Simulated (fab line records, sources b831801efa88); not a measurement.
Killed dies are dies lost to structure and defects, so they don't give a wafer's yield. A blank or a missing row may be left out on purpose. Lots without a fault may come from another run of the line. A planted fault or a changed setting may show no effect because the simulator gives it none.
Which tool did it? | flow sky130 | 6 lots, 18 wafers sampled, at 2 steps of a route of 708

WHAT THE GAUGES READ, wafer by wafer
SKY_VIA4_THK_MEAS_01.
lot  | measured     | on            | VIA4_HDPCVD_THK (nm)
L121 | day 42 11:36 | film_metro-03 | 1741 1726 1750
L124 | day 43 08:35 | film_metro-01 | 1738 1721 1729
L123 | day 43 11:13 | film_metro-04 | 1761 1730 1730
L125 | day 44 14:38 | film_metro-01 | 1741 1727 1738
L132 | day 46 02:49 | film_metro-03 | 1754 1778 2236 1755 1778 2236
L137 | day 46 19:34 | film_metro-03 | 1752 1741 1743

WHICH TOOL RAN EACH LOT (tool, then ch and the chambers of the sampled wafers, then the start)
lot  | SKY_VIA4_HDPCVD_00
L121 | hdpcvd-01 ch 1,2, day 42 11:24
L124 | hdpcvd-02 ch 0,1,2, day 43 08:25
L123 | hdpcvd-02 ch 0,1, day 43 11:02
L125 | hdpcvd-02 ch 0,1, day 44 14:28
L132 | hdpcvd-02 ch 0,1,2, day 46 02:38
L137 | hdpcvd-01 ch 0,1, day 46 19:22
- SKY_VIA4_HDPCVD_00: deposits SiO2, target thk 1750 nm, time 291.7 s.

THE ANSWER, worked out from the rows above alone
Rule: what is usual is taken from the lots themselves. Put in order of their means at a reading, lots are off if they are a third of the lots or fewer, leave a main group of 4 or more, and stand apart from it by a gap of 3 or more times the standard deviation of the main group's means; of several such gaps the widest counts. A main group whose means are all the same, to the digits that the tables above print for the reading, isn't used. A lot without any number at a reading at which 4 lots or more have one is off too. The other lots that the step has rows for count as sound.
Off: L132, at SKY_VIA4_THK_MEAS_01 (VIA4_HDPCVD_THK). The main group: mean 1738 nm, standard deviation 5.3.
A tool fits if, at a process step before that reading, it ran every lot that is off, and no sound lot after the first of them. The gauges at SKY_VIA4_THK_MEAS_01 are tried like those tools. One fits: hdpcvd-02 at SKY_VIA4_HDPCVD_00. Its last sound lot is L125 (day 44 14:28), its first lot that is off L132 (day 46 02:38): a fault that began between those two fits.

WHAT THE SIMULATOR HAD PUT IN
Process parameter drift: hdpcvd-02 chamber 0, from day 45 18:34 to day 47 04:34, at SKY_VIA4_HDPCVD_00. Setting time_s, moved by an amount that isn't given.
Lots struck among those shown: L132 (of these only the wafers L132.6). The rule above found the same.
